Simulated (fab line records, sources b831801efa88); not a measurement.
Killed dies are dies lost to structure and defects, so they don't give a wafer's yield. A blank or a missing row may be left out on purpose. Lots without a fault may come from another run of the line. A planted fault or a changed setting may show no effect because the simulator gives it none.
Which tool did it? | flow gf180mcu | 6 lots, 18 wafers sampled, at 2 steps of a route of 602

WHAT THE GAUGES READ, wafer by wafer
GF_VT_IMPLANT_RS_MEAS_46: measures by four-point-probe.
lot  | measured     | on            | MVSD_RS (ohm/sq)
L851 | day 7 22:17  | film_metro-03 | 454.9 455.4 455.1
L857 | day 9 15:26  | film_metro-02 | 556.6 558.5 557.2 558.2 556.3 556.8
L864 | day 12 01:55 | film_metro-02 | 455.0 454.8 455.3
L866 | day 12 10:17 | film_metro-02 | 454.6 455.4 454.4
L868 | day 13 04:52 | film_metro-03 | 452.8 452.5 452.2
L871 | day 13 17:32 | film_metro-02 | 455.1 454.8 457.2

WHICH TOOL RAN EACH LOT (tool, then ch and the chambers of the sampled wafers, then the start)
lot  | GF_MVSD_IMPLANT_09
L851 | implanter-03 ch 0, day 4 20:29
L857 | implanter-01 ch 0, day 6 05:21
L864 | implanter-04 ch 0, day 8 09:19
L866 | implanter-04 ch 0, day 8 16:23
L868 | implanter-04 ch 0, day 9 08:16
L871 | implanter-04 ch 0, day 9 18:51
- GF_MVSD_IMPLANT_09

THE ANSWER, worked out from the rows above alone
Rule: what is usual is taken from the lots themselves. Put in order of their means at a reading, lots are off if they are a third of the lots or fewer, leave a main group of 4 or more, and stand apart from it by a gap of 3 or more times the standard deviation of the main group's means; of several such gaps the widest counts. A main group whose means are all the same, to the digits that the tables above print for the reading, isn't used. A lot without any number at a reading at which 4 lots or more have one is off too. The other lots that the step has rows for count as sound.
Off: L857, at GF_VT_IMPLANT_RS_MEAS_46 (MVSD_RS). The main group: mean 454.6 ohm/sq, standard deviation 1.1.
A tool fits if, at a process step before that reading, it ran every lot that is off, and no sound lot after the first of them. The gauges at GF_VT_IMPLANT_RS_MEAS_46 are tried like those tools. One fits: implanter-01 at GF_MVSD_IMPLANT_09. It ran no sound lot before its first lot that is off in this sample, so the start can't be narrowed down.

WHAT THE SIMULATOR HAD PUT IN
Process parameter drift: implanter-01, from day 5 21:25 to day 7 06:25, at GF_MVSD_IMPLANT_09. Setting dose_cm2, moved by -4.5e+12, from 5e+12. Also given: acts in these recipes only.
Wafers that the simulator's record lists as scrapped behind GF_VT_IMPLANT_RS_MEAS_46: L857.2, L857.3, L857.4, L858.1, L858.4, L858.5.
Lots struck among those shown: L857. The rule above found the same.
